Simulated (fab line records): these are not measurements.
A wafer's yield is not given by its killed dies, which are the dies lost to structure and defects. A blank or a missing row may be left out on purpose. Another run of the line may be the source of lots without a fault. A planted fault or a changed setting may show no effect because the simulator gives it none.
Chamber matching / flow gf180mcu / 4 sister chambers for GF_V5_CMP_26 on cmp-01
The step polishes, stops on SiO2, t overpolish 15 s, target thk 0 nm. 16 wafers are shown with their chamber, then 7 later ones without.

WAFERS PAIRED WITH THEIR CHAMBERS
wafer=L143.2; chamber=1; motor current A (A)=10.1; time to endpoint s (s)=88; head pressure psi (psi)=3.503
wafer=L143.3; chamber=0; motor current A (A)=8.9; time to endpoint s (s)=84; head pressure psi (psi)=3.500
wafer=L143.5; chamber=1; motor current A (A)=10.7; time to endpoint s (s)=88; head pressure psi (psi)=3.496
wafer=L147.1; chamber=3; motor current A (A)=9.0; time to endpoint s (s)=92; head pressure psi (psi)=3.498
wafer=L147.2; chamber=1; motor current A (A)=10.5; time to endpoint s (s)=88; head pressure psi (psi)=3.500
wafer=L147.3; chamber=0; motor current A (A)=8.5; time to endpoint s (s)=88; head pressure psi (psi)=3.499
wafer=L151.1; chamber=2; motor current A (A)=12.6; time to endpoint s (s)=88; head pressure psi (psi)=3.493
wafer=L151.4; chamber=3; motor current A (A)=8.8; time to endpoint s (s)=92; head pressure psi (psi)=3.507
wafer=L151.5; chamber=1; motor current A (A)=10.7; time to endpoint s (s)=87; head pressure psi (psi)=3.501
wafer=L152.3; chamber=3; motor current A (A)=8.6; time to endpoint s (s)=91; head pressure psi (psi)=3.496
wafer=L152.4; chamber=0; motor current A (A)=8.7; time to endpoint s (s)=88; head pressure psi (psi)=3.498
wafer=L152.5; chamber=1; motor current A (A)=10.6; time to endpoint s (s)=91; head pressure psi (psi)=3.515
wafer=L153.4; chamber=0; motor current A (A)=8.6; time to endpoint s (s)=85; head pressure psi (psi)=3.493
wafer=L153.5; chamber=3; motor current A (A)=9.1; time to endpoint s (s)=92; head pressure psi (psi)=3.501
wafer=L153.6; chamber=0; motor current A (A)=8.7; time to endpoint s (s)=85; head pressure psi (psi)=3.496
wafer=L157.3; chamber=3; motor current A (A)=9.2; time to endpoint s (s)=87; head pressure psi (psi)=3.499

SIGNATURES (averages over the wafers above)
reading=motor current A; chamber 0=8.680; chamber 1=10.520; chamber 2=12.600; chamber 3=8.940; scatter within a chamber=0.218
reading=time to endpoint s; chamber 0=86.00; chamber 1=88.40; chamber 2=88.00; chamber 3=90.80; scatter within a chamber=1.87
reading=head pressure psi; chamber 0=3.49720; chamber 1=3.50300; chamber 2=3.49300; chamber 3=3.50020; scatter within a chamber=0.00506
Rule: a wafer's distance from a chamber is the root of the sum, over the readings, of the square of ((its reading less the chamber's mean) divided by the reading's scatter). If the next closest chamber is less than 2 further off than the closest, the wafer can't be placed; otherwise it belongs to the closest. The scatter: take each reading less its chamber's mean, square it, sum over the shown wafers, divide by the number of wafers less the number of chambers, and take the root.

WAFERS WITHOUT THEIR CHAMBER
wafer=L157.4; motor current A (A)=10.4; time to endpoint s (s)=88; head pressure psi (psi)=3.522
wafer=L157.5; motor current A (A)=8.7; time to endpoint s (s)=81; head pressure psi (psi)=3.511
wafer=L160.1; motor current A (A)=10.7; time to endpoint s (s)=83; head pressure psi (psi)=3.502
wafer=L160.2; motor current A (A)=12.5; time to endpoint s (s)=83; head pressure psi (psi)=3.503
wafer=L166.1; motor current A (A)=8.6; time to endpoint s (s)=85; head pressure psi (psi)=3.502
wafer=L166.4; motor current A (A)=10.2; time to endpoint s (s)=89; head pressure psi (psi)=3.509
wafer=L166.6; motor current A (A)=9.1; time to endpoint s (s)=91; head pressure psi (psi)=3.495

WHICH CHAMBER EACH ONE RAN IN
wafer=L157.4; from the rows above=1; in truth=1
wafer=L157.5; from the rows above=can't be placed: 0 or 3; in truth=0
wafer=L160.1; from the rows above=1; in truth=1
wafer=L160.2; from the rows above=2; in truth=2
wafer=L166.1; from the rows above=0; in truth=0
wafer=L166.4; from the rows above=1; in truth=1
wafer=L166.6; from the rows above=3; in truth=3
6 of 7 placed correctly. These rows do not allow placing 1 (true chamber among the candidates in 1). Number placed wrongly: 0.
